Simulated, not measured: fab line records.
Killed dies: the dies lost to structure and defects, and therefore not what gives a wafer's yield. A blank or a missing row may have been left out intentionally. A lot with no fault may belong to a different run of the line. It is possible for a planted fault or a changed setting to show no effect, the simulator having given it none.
Chamber matching :: flow gf180mcu :: GF_V4_CVD_02 on pecvd-04 has 3 sister chambers
The step deposits SiO2 from TEOS, target thk 850 nm, time 94.851 s. 3 wafers are shown with their chamber, then 10 later ones without.

== WAFERS PAIRED WITH THEIR CHAMBERS ==
wafer: L087.2
chamber: 1
heater_power_w (W): 824

wafer: L088.1
chamber: 0
heater_power_w (W): 642

wafer: L088.2
chamber: 2
heater_power_w (W): 583

== WAFERS WITHOUT THEIR CHAMBER ==
wafer: L088.5
heater_power_w (W): 691

wafer: L090.2
heater_power_w (W): 761

wafer: L090.5
heater_power_w (W): 592

wafer: L090.6
heater_power_w (W): 567

wafer: L093.2
heater_power_w (W): 742

wafer: L093.3
heater_power_w (W): 745

wafer: L093.5
heater_power_w (W): 680

wafer: L095.2
heater_power_w (W): 721

wafer: L095.5
heater_power_w (W): 792

wafer: L095.6
heater_power_w (W): 743

== EACH ONE'S CHAMBER ==
wafer: L088.5
from the rows above: can't be placed: 0 or 2 or 1
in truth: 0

wafer: L090.2
from the rows above: can't be placed: 1 or 0 or 2
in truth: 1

wafer: L090.5
from the rows above: can't be placed: 2 or 0
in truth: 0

wafer: L090.6
from the rows above: can't be placed: 2 or 0
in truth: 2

wafer: L093.2
from the rows above: can't be placed: 1 or 0 or 2
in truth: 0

wafer: L093.3
from the rows above: can't be placed: 1 or 0 or 2
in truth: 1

wafer: L093.5
from the rows above: can't be placed: 0 or 2 or 1
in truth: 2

wafer: L095.2
from the rows above: can't be placed: 0 or 1 or 2
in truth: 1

wafer: L095.5
from the rows above: can't be placed: 1 or 0
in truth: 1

wafer: L095.6
from the rows above: can't be placed: 1 or 0 or 2
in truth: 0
Placed correctly: 0 of 10. Can't be placed from these rows: 10 (the true chamber is among the candidates in 10). Number placed wrongly: 0.
How it was worked out, from the rows above alone: a wafer's distance from a chamber is the root of the sum, over the readings, of the square of ((its reading less the chamber's mean) divided by the reading's scatter). If the next closest chamber is less than 2 further off than the closest, the wafer can't be placed; otherwise it belongs to the closest. For every chamber, the mean is computed from those of its wafers that are shown. The scatter: with one shown wafer a chamber, the root of the mean of the squares of how far each hidden wafer lies from its nearest shown one.
